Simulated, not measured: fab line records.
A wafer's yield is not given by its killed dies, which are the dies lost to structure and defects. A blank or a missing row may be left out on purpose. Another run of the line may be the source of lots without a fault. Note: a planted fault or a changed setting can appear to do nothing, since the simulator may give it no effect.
Which tool is to blame? + flow sky130 + 36 wafers from 12 lots sampled at 3 of the route's 708 steps

WHAT THE GAUGES SHOWED, per wafer
SKY_VIA3_RS_MEAS_22: uses a four-point probe to measure.
| lot  | measured     | on           | VIA3_W_RS (ohm/sq) |
|------|--------------|--------------|--------------------|
| L076 | day 41 10:22 | filmMetro-04 | 0.299 0.295 0.294  |
| L075 | day 41 15:43 | filmMetro-01 | 0.289 0.292 0.296  |
| L079 | day 42 07:13 | filmMetro-02 | 0.294 0.293 0.293  |
| L080 | day 42 15:50 | filmMetro-01 | 0.292 0.292 0.292  |
| L083 | day 43 09:07 | filmMetro-02 | 0.292 0.294 0.289  |
| L085 | day 43 21:04 | filmMetro-01 | 0.296 0.294 0.297  |
| L086 | day 44 11:58 | filmMetro-04 | 0.299 0.296 0.296  |
| L089 | day 45 01:56 | filmMetro-04 | 0.290 0.297 0.295  |
| L091 | day 45 05:59 | filmMetro-01 | 0.295 0.298 0.296  |
| L093 | day 45 12:26 | filmMetro-01 | 0.287 0.295 0.289  |
| L095 | day 46 08:00 | filmMetro-04 | 0.295 0.295 0.291  |
| L097 | day 46 21:42 | filmMetro-02 | 0.289 0.295 0.294  |

WHAT TOOL EACH LOT RAN ON (gives the tool, then ch and the chambers of the sampled wafers, and finally the start)
| lot  | SKY_METAL3_ETCH_17                | SKY_VIA3_CMP_02               |
|------|-----------------------------------|-------------------------------|
| L076 | rieDiel-04 ch 0,1,2, day 40 07:40 | cmp-01 ch 1,2,3, day 40 08:47 |
| L075 | rieDiel-03 ch 0,1,3, day 40 12:30 | cmp-02 ch 0,1,2, day 40 13:31 |
| L079 | rieDiel-03 ch 0,1, day 41 04:07   | cmp-02 ch 1,2, day 41 05:10   |
| L080 | rieDiel-03 ch 0,2,3, day 41 13:07 | cmp-02 ch 0,1, day 41 14:27   |
| L083 | rieDiel-04 ch 0,1,2, day 42 07:30 | cmp-02 ch 0,1, day 42 08:38   |
| L085 | rieDiel-03 ch 1,3, day 42 19:24   | cmp-02 ch 0,2, day 42 20:34   |
| L086 | rieDiel-02 ch 0,1,2, day 43 09:49 | cmp-01 ch 1,3, day 43 10:53   |
| L089 | rieDiel-04 ch 1,3, day 43 23:54   | cmp-01 ch 0,1,2, day 44 00:55 |
| L091 | rieDiel-03 ch 2,3, day 44 05:04   | cmp-02 ch 0,3, day 44 06:05   |
| L093 | rieDiel-03 ch 0,1,2, day 44 11:27 | cmp-02 ch 0,1,2, day 44 12:29 |
| L095 | rieDiel-04 ch 0,1,3, day 45 07:34 | cmp-01 ch 1,3, day 45 08:35   |
| L097 | rieDiel-04 ch 0,1,3, day 45 22:03 | cmp-02 ch 0,2,3, day 45 23:10 |
- SKY_METAL3_ETCH_17: etches SiO2 in C4F8/O2/Ar, stops on TiN, time 3.9 s, target depth 15 nm.
- SKY_VIA3_CMP_02: polishes SiO2.

THE ANSWER, worked out from the rows above alone
Rule: what is usual is taken from the lots themselves. Put in order of their means at a reading, lots are off if they are a third of the lots or fewer, leave a main group of 4 or more, and stand apart from it by a gap of 3 or more times the standard deviation of the main group's means; of several such gaps the widest counts. The tables above print the reading to a certain number of digits; a main group whose means all agree to those digits is not used. A lot without any number at a reading at which 4 lots or more have one is off too. All remaining lots with rows at the step are treated as sound.
Nothing can be told from this: no lot is off at any reading shown.

WHAT THE SIMULATOR HAD INSERTED
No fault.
